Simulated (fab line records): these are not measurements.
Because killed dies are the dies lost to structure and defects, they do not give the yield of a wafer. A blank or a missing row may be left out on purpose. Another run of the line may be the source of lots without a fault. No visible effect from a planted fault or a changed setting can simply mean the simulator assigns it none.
fab line records	flow sky130
record: lots: 6	wafers: 17	last-day: 48
route steps=708 shown FIELD_ISO@13 PAD_OPEN@708
lots that met no fault: from a run of the same line without faults
start-h: hours from the record's opening day to when the first of the lot's shown wafers began	wait-h: hours elapsed since this lot's preceding step	" repeats the value in the row above	L1.1+2: several wafers, shown together as one row	- either no value or no given start	* or withheld: withheld	< > ~ a bound
route shown NAME@n: a module of which the file shows steps, and the number in the route of the first	usual: mean and standard deviation over wafers with no fault	same: alike in all rows	chamber/n: place in a boat	sites: the reading at each site	_std_site: the values' standard deviation	_edge_site: outer sites' mean less inner sites'	radius-mm: for every site, how far away it sits from the centre of the wafer	mask NAME#n: copy n	behind: the last tool/chamber to shape the wafer	hold: the reason the lot was held/the length of the hold in hours/how it ended	device: whichever transistor did not switch (one of n, p or np)	end of line: at the end of the route, the tests of the same wafers	a step without rows: its recipe alone	killed: dies lost to structure and defects at the first sort, not the wafer's yield	map: shows each die of a wafer: x if killed, . if not, _ if none is there
set.NAME: the run value of the setting; set.NAME@STEP: its run value at that earlier step	model.NAME: the simulator's own value behind a step, which no gauge read
a table for each step, a row for each wafer; lots at some steps of the route
services: when a tool's chamber went out of use (start-h, in hours from the record's first day, below 0 if earlier), for how many hours, and the reason
== steps ==
step: SKY_FIELD_ISO_DEVELOP_12
recipe: develop-time-s: 60	resist: KrF-thick	dev-temp-c: 21
step: SKY_FIELD_ISO_CD_MEAS_13
recipe: target-cd-nm: 150
usual: cd-nm: 149.6/1.4
lot.wafer	tool	chamber	start-h	wait-h	cd-nm
L795.1	cd-sem-01	-	28.76	-	150.8
L795.3	"	-	"	"	150.6
L795.5	"	-	"	"	151.3
L800.1	cd-sem-02	-	56.14	-	148.3
L800.2	"	-	"	"	148.8
L800.6	"	-	"	"	149.9
L803.1	cd-sem-02	-	73.69	-	150.4
L803.2	"	-	"	"	149.8
L803.4	"	-	"	"	149.5
L804.2	cd-sem-01	-	76.67	-	149.5
L804.4	"	-	"	"	149.9
L806.2	cd-sem-01	-	90.48	-	150.1
L806.4	"	-	"	"	151.0
L806.6	"	-	"	"	149.7
L807.1	cd-sem-02	-	94.10	-	151.8
L807.2	"	-	"	"	152.3
L807.4	"	-	"	"	151.9
step: SKY_FIELD_ISO_ETCH_14
recipe: chemistry: N2/H2	target: BARC	ion-energy-ev: 200	source-w: 500	bias-w: 100	pressure-mtorr: 30	n2-flow-sccm: 100	h2-flow-sccm: 200	stop-on: SiO2	time-s: 45.9	target-depth-a: 600
usual: drypump-motor-current-A: 5.9/0.36	h2-flow-sccm: 200.0/0.57	oes-product-au: 0.855/0.0049	throttle-valve-pct: 13.224/0.0087
same: time-s: 45.9
lot.wafer	tool	chamber	start-h	wait-h	drypump-motor-current-A	h2-flow-sccm	oes-product-au	rf-hours-counter-h	throttle-valve-pct
L795.1	rie-diel-01	1	28.88	0.1	6.1	199.8	0.850	62	13.219
L795.3	"	2	"	"	5.3	200.6	0.851	3	13.224
L795.5	"	2	"	"	5.3	199.8	0.861	-	13.222
L800.1	rie-diel-03	3	56.26	0.1	6.6	200.8	0.857	15	13.232
L800.2	"	1	"	"	6.1	200.0	0.855	0	13.230
L800.6	"	0	"	"	5.9	200.8	0.854	-	13.219
L803.1	rie-diel-04	1	73.81	0.1	6.4	200.0	0.863	11	13.225
L803.2	"	0	"	"	6.0	199.2	0.855	96	13.227
L803.4	"	2	"	"	6.1	199.8	0.856	-	13.237
L804.2	rie-diel-03	3	76.77	0.1	6.5	199.5	0.861	15	13.205
L804.4	"	2	"	"	5.6	199.7	0.867	117	13.236
L806.2	rie-diel-04	2	90.58	0.1	6.1	199.7	0.854	6	13.225
L806.4	"	0	"	"	6.0	199.9	0.851	96	13.233
L806.6	"	3	"	"	5.9	200.7	0.849	-	13.221
L807.1	rie-diel-04	2	94.22	0.1	6.1	200.9	0.853	7	13.216
L807.2	"	0	"	"	6.0	200.2	0.860	96	13.219
L807.4	"	1	"	"	6.3	200.1	0.859	11	13.234
step: SKY_FIELD_ISO_ETCH_15
recipe: chemistry: CHF3/O2	target-depth-nm: 180	stop-on: Si	source-w: 600	bias-w: 200	pressure-mtorr: 40	chf3-flow-sccm: 50	O2_flow_sccm: 5	time-s: 72
usual: drypump-motor-current-A: 5.9/0.36	oes-product-au: 0.947/0.0067	throttle-valve-pct: 8.844/0.0092
same: time-s: 72
lot.wafer	tool	chamber	start-h	wait-h	drypump-motor-current-A	oes-product-au	rf-hours-counter-h	throttle-valve-pct
L795.1	rie-diel-01	1	28.92	0.0	6.2	0.952	62	8.857
L795.3	"	2	"	"	5.3	0.944	3	8.857
L795.5	"	2	"	"	5.3	0.948	-	8.869
L800.1	rie-diel-03	3	56.31	0.0	6.5	0.950	15	8.860
L800.2	"	1	"	"	6.1	0.944	0	8.834
L800.6	"	0	"	"	5.9	0.954	-	8.840
L803.1	rie-diel-04	1	73.86	0.0	6.4	0.945	11	8.842
L803.2	"	0	"	"	6.0	0.942	96	8.840
L803.4	"	2	"	"	6.0	0.946	-	8.829
L804.2	rie-diel-03	3	76.81	0.0	6.5	0.948	15	8.849
L804.4	"	2	"	"	5.6	0.956	117	8.861
L806.2	rie-diel-04	2	90.62	0.0	6.1	0.957	7	8.838
L806.4	"	0	"	"	6.0	0.940	96	8.844
L806.6	"	3	"	"	5.8	0.942	-	8.847
L807.1	rie-diel-04	2	94.26	0.0	6.1	0.950	7	8.840
L807.2	"	0	"	"	6.0	0.960	96	8.841
L807.4	"	1	"	"	6.4	0.958	11	8.842
step: SKY_FIELD_ISO_STRIP_16
recipe: chemistry: O2/N2	power-w: 1400	pressure-mtorr: 1500	platen-temp-c: withheld	o2-flow-sccm: 3000	n2-flow-sccm: 300	overash-fraction: 0.5
usual: drypump-motor-current-A: 5.46/0.2	oes-product-au: 0.378/0.0045	strip-time-to-endpoint-s: 3.55/0.044
lot.wafer	tool	chamber	start-h	wait-h	drypump-motor-current-A	oes-product-au	rf-hours-counter-h	strip-time-to-endpoint-s
L795.1	plasma-asher-03	1	28.98	0.0	5.68	0.384	32	3.58
L795.3	"	1	"	"	5.70	0.382	-	3.66
L795.5	"	0	"	"	5.26	0.372	-	3.65
L800.1	plasma-asher-01	0	56.36	0.0	5.51	0.383	38	3.64
L800.2	"	1	"	"	5.42	0.380	38	3.57
L800.6	"	0	"	"	5.52	0.373	-	3.51
L803.1	plasma-asher-04	1	73.91	0.0	5.66	0.377	27	3.50
L803.2	"	0	"	"	5.14	0.376	27	3.53
L803.4	"	1	"	"	5.66	0.381	-	3.58
L804.2	plasma-asher-03	0	76.87	0.0	5.28	0.381	36	3.65
L804.4	"	0	"	"	5.29	0.379	-	3.61
L806.2	plasma-asher-03	0	90.68	0.0	5.27	0.375	37	3.53
L806.4	"	0	"	"	5.29	0.376	-	3.52
L806.6	"	1	"	"	5.68	0.372	-	3.53
L807.1	plasma-asher-04	1	94.32	0.0	5.69	0.379	29	3.55
L807.2	"	0	"	"	5.13	0.373	29	3.55
L807.4	"	1	"	"	5.70	0.377	-	3.48
step: SKY_FIELD_ISO_ETCH_17
recipe: target-depth-a: 3420	mask-material: Si3N4	chemistry: HBr/Cl2/O2	target: Si	taper-deg: 5	icp-w: 600	bias-w: 150	pressure-mtorr: 15	HBr_flow_sccm: 150	Cl2_flow_sccm: 40	O2_flow_sccm: 6	time-s: 97.7
usual: drypump-motor-current-A: 6.0/0.38	oes-product-au: 1.004/0.012	throttle-valve-pct: 25.653/0.012
same: time-s: 97.7
lot.wafer	tool	chamber	start-h	wait-h	drypump-motor-current-A	oes-product-au	rf-hours-counter-h	throttle-valve-pct
L795.1	rie-si-02	1	29.08	0.1	6.0	0.993	1	25.677
L795.3	"	3	"	"	5.6	1.035	25	25.625
L795.5	"	3	"	"	5.6	1.034	-	25.644
L800.1	rie-si-02	3	56.46	0.1	5.6	1.012	26	25.651
L800.2	"	0	"	"	5.4	0.998	24	25.660
L800.6	"	1	"	"	6.0	0.993	-	25.662
L803.1	rie-si-01	3	74.01	0.1	6.2	1.000	123	25.660
L803.2	"	1	"	"	5.9	0.988	119	25.656
L803.4	"	2	"	"	6.4	1.016	150	25.651
L804.2	rie-si-02	1	76.97	0.1	6.0	0.998	1	25.642
L804.4	"	0	"	"	5.4	0.996	24	25.650
L806.2	rie-si-02	1	90.78	0.1	6.0	1.001	1	25.653
L806.4	"	2	"	"	6.6	0.984	36	25.668
L806.6	"	1	"	"	6.0	1.010	-	25.655
L807.1	rie-si-01	1	94.42	0.1	5.9	0.979	119	25.670
L807.2	"	3	"	"	6.2	0.998	123	25.647
L807.4	"	3	"	"	6.2	1.004	-	25.667
step: SKY_FIELD_ISO_WET_ETCH_18
recipe: chemistry: H3PO4	target-depth-nm: 25	temp-c: 160	target: Si3N4	time-s: 286
step: SKY_FIELD_ISO_CLEAN_19
recipe: chemistry: SC1/SC2	mix: 1:4:20	temp-c: 70	time-s: 150
step: SKY_FIELD_ISO_CLEAN_20
recipe: chemistry: dHF	time-s: 20	dilution: 100:1
step: SKY_FIELD_ISO_WET_ETCH_21
recipe: chemistry: dHF	dilution: 100:1	target-depth-nm: 20	dry: ipa-marangoni	target: SiO2	temp-c: 25	time-s: 400
step: SKY_FIELD_ISO_OXIDATION_22
recipe: temp-c: 950	ambient: O2	stabilise-s: 600	purge-s: 300	target-thk-a: 100	ox-time-s: 623
step: SKY_FIELD_ISO_THK_MEAS_23
recipe: reads: SiO2_of_FIELD_ISO_OXIDATION_22
usual: FIELD_ISO_OXIDATION_01_THK: 10.05/0.21
lot.wafer	tool	chamber	start-h	wait-h	FIELD_ISO_OXIDATION_01_THK[nm]
L795.1	film-metro-01	-	32.55	0.0	9.79
L795.3	"	-	"	"	9.84
L795.5	"	-	"	"	9.87
L800.1	film-metro-01	-	59.39	0.0	9.85
L800.2	"	-	"	"	9.85
L800.6	"	-	"	"	9.77
L803.1	film-metro-01	-	75.53	0.0	10.06
L803.2	"	-	"	"	9.98
L803.4	"	-	"	"	10.04
L804.2	film-metro-02	-	78.49	0.0	10.29
L804.4	"	-	"	"	10.33
L806.2	film-metro-03	-	92.91	0.0	10.02
L806.4	"	-	"	"	9.90
L806.6	"	-	"	"	10.01
L807.1	film-metro-01	-	95.93	0.0	10.00
L807.2	"	-	"	"	10.10
L807.4	"	-	"	"	9.86
step: SKY_FIELD_ISO_CVD_24
recipe: material: SiO2	target-thk-nm: 595	temp-c: 650	sigma-open-frac: 0.3	time-s: 99.2	sih4-flow-sccm: 60	pressure-mtorr: 6
lot.wafer	tool	chamber	start-h	wait-h	model.SiO2_of_FIELD_ISO_CVD_24.thk-nm
L795.1	hdpcvd-01	1	32.61	0.1	592.9
L795.3	"	2	"	"	597.6
L795.5	"	0	"	"	599.4
L800.1+2	hdpcvd-02	2,0	59.45	0.1	606.6
L800.6	"	0	"	"	602.2
L803.1	hdpcvd-02	1	75.59	0.1	595.6
L803.2	"	2	"	"	599.1
L803.4	"	2	"	"	590
L804.2	hdpcvd-02	1	78.54	0.0	789.9
L804.4	"	1	"	"	602
L806.2	hdpcvd-01	0	92.96	0.0	593.1
L806.4	"	1	"	"	603.3
L806.6	"	2	"	"	598.7
L807.1	hdpcvd-02	0	95.99	0.1	796.3
L807.2	"	2	"	"	792.9
L807.4	"	0	"	"	599.4
step: SKY_FIELD_ISO_THK_MEAS_25
recipe: reads: SiO2_of_FIELD_ISO_CVD_24
usual: FIELD_ISO_CVD_24_THK: 598/4.8
lot.wafer	tool	chamber	start-h	wait-h	hold	FIELD_ISO_CVD_24_THK[nm]
L795.1	film-metro-02	-	32.68	0.0	-	593
L795.3	"	-	"	"	-	598
L795.5	"	-	"	"	-	599
L800.1	film-metro-02	-	59.52	0.0	-	607
L800.2	"	-	"	"	-	607
L800.6	"	-	"	"	-	602
L803.1	film-metro-03	-	75.66	0.0	-	595
L803.2	"	-	"	"	-	599
L803.4	"	-	"	"	-	590
L804.2	film-metro-01	-	78.62	0.0	await-dispo/0.2h/release	790
L804.4	"	-	"	"	await-dispo/0.2h/release	602
L804.2	film-metro-01	-	78.85	0.2	-	790
L804.4	"	-	"	"	-	603
L806.2	film-metro-02	-	93.04	0.0	-	593
L806.4	"	-	"	"	-	603
L806.6	"	-	"	"	-	600
L807.1	film-metro-02	-	96.07	0.0	await-dispo/0.2h/release	796
L807.2	"	-	"	"	await-dispo/0.2h/release	793
L807.4	"	-	"	"	await-dispo/0.2h/release	599
L807.1	film-metro-02	-	96.29	0.2	-	797
L807.2	"	-	"	"	-	793
L807.4	"	-	"	"	-	600
step: SKY_FIELD_ISO_CMP_27
recipe: stop-on: Si3N4	t-overpolish-s: 16	down-force-psi: 4	platen-rpm: 60	target-thk-nm: 457.8	pad-velocity-m-s: 0.94248
usual: edge-zone-pressure-frac: 1.000/0.0046	motor-current-A: 12.8/1.2	platen-rpm: 60.00/0.04	time-to-endpoint-s: 113/5.6
lot.wafer	tool	chamber	start-h	wait-h	edge-zone-pressure-frac	motor-current-A	platen-rpm	time-to-endpoint-s
L795.1	cmp-02	1	35.14	0.0	1.003	12.4	60.03	114
L795.3	"	2	"	"	0.993	12.7	60.03	110
L795.5	"	1	"	"	0.997	12.7	59.97	115
L800.2	cmp-02	3	62.29	0.1	0.994	11.1	60.07	105
L800.1	"	1	"	"	1.003	12.2	60.05	117
L800.6	"	2	"	"	1.001	13.0	60.00	106
L803.1	cmp-02	1	77.22	0.0	0.997	12.1	60.03	114
L803.4	"	2	"	"	1.006	12.0	60.04	108
L803.2	"	0	"	"	1.003	15.6	59.97	117
L804.2	cmp-01	0	84.53	0.1	0.996	12.3	60.00	152
L804.4	"	1	"	"	1.007	13.7	60.01	108
L806.2	cmp-01	2	94.59	0.0	0.996	13.1	60.10	122
L806.4	"	3	"	"	0.994	13.0	59.99	119
L806.6	"	2	"	"	1.000	13.0	60.00	125
L807.2	cmp-02	1	99.74	0.0	0.997	12.4	60.01	151
L807.4	"	3	"	"	0.994	11.1	60.04	108
L807.1	"	0	"	"	1.005	14.4	59.96	162
step: SKY_FIELD_ISO_WET_ETCH_28
recipe: chemistry: dHF	target-depth-nm: 23.7	target: SiO2	dilution: 10:1	temp-c: 25	time-s: 47
step: SKY_PAD_OPEN_PROBE_99
usual: killed_at_M0_to_M3: 45/6.9	killed_at_M4_up: 3.1/1.7	killed-at-contacts: 24/5.7	killed-at-front-end: 15/4.6	killed-at-other: 0.3/0.57	killed-dies: 87/10	killed-open: 48/7.4	killed-short: 39/6.7
same: gross-dies: 492	killed-at-back-side: 0
lot.wafer	tool	chamber	start-h	wait-h	killed_at_M0_to_M3	killed_at_M4_up	killed-at-contacts	killed-at-front-end	killed-at-other	killed-dies	killed-open	killed-short
L807.1	prober-02	-	1155.97	0.1	49	3	16	12	0	80	46	34
L807.2	prober-02	-	1156.02	0.1	46	2	24	12	0	84	55	29
L807.4	prober-02	-	1156.12	0.2	46	5	9	14	2	76	28	48
killed by level:class
L807.1 VIA1:geometric-particle:open=14 VIA3:geometric-particle:open=8 VIA1:geometric-particle:short=6 VIA2:geometric-particle:open=6 FIELD_ISO:geometric-particle:short=5 CONTACT:geometric-particle:open=5 VIA3:geometric-particle:short=4 LI_CONTACT:geometric-particle:open=4
L807.2 VIA1:geometric-particle:open=12 LI_CONTACT:geometric-particle:open=11 VIA2:geometric-particle:open=6 FIELD_ISO:geometric-particle:open=5 CONTACT:geometric-particle:open=5 METAL2:geometric-particle:short=5 VIA3:geometric-particle:open=5 VIA1:geometric-particle:short=4
L807.4 VIA1:geometric-particle:open=11 FIELD_ISO:geometric-particle:short=7 VIA3:geometric-particle:open=7 VIA1:geometric-particle:short=6 METAL4:geometric-particle:short=5 METAL2:geometric-particle:short=5 VIA3:geometric-particle:short=5 POLY_GATE:geometric-particle:short=4
== services ==
tool	chamber	start-h	hours	kind
rie-diel-01	0	6.95	7.3	repair
cmp-01	-	9.26	4.0	pm
cmp-01	-	27.93	17.1	pm
plasma-asher-03	-	31.66	14.6	pm
rie-diel-03	1	37.02	-	clean
rie-diel-03	1	37.02	16.9	scheduled-down
rie-diel-03	1	37.02	16.9	vent-cycle
cmp-02	-	39.53	0.5	repair
rie-diel-01	-	40.86	2.8	pm
plasma-asher-01	-	44.87	1.0	repair
rie-diel-01	1	46.27	5.4	repair
cmp-01	-	51.60	1.4	repair
rie-diel-01	-	54.20	0.1	repair
cmp-01	-	58.21	0.6	repair
cmp-01	-	64.15	4.0	pm
rie-diel-03	0	64.91	3.8	repair
hdpcvd-01	-	66.75	15.0	pm
hdpcvd-01	0	66.75	15.0	vent-cycle
hdpcvd-01	1	66.75	15.0	vent-cycle
rie-diel-03	1	69.27	6.7	repair
rie-diel-04	3	70.16	7.0	repair
rie-si-02	-	85.48	0.1	repair
rie-diel-03	3	86.14	26.7	repair
cmp-02	-	87.46	0.5	repair
== key ==
first-sign: step: SKY_FIELD_ISO_THK_MEAS_25	reading: visit	direction: added
effect: step: SKY_FIELD_ISO_THK_MEAS_25	reading: FIELD_ISO_CVD_24_THK	direction: up	sigmas: 40	usual: 598	struck: 793
effect: step: SKY_FIELD_ISO_CMP_27	reading: time-to-endpoint-s	direction: up	sigmas: 7.5	usual: *	struck: *
model-effect: step: SKY_FIELD_ISO_CVD_24	value: SiO2_of_FIELD_ISO_CVD_24.thk-nm	without: 601.3	struck: 793
met-at SKY_FIELD_ISO_CVD_24
struck-wafers L804.2,L807.1,L807.2
tester-left-out L804,L807
onset-between 75.59 78.54
fault: kind: process-parameter-drift	tool: hdpcvd-02	chamber: -	onset-h: 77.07	steps: SKY_FIELD_ISO_CVD_24	channel: target-thk-nm	offset: 191.74	shape: step	end-h: 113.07	scope: struck-wafers-only	acts-in: these-recipes-only	stated: 595
tester-left-out: of these lots the tester's yield and bins aren't shown, on N5 and GAA mostly nor the transistor test; their killed dies are dies lost to structure and defects alone, not to doping, threshold or leakage, so they don't give the yield
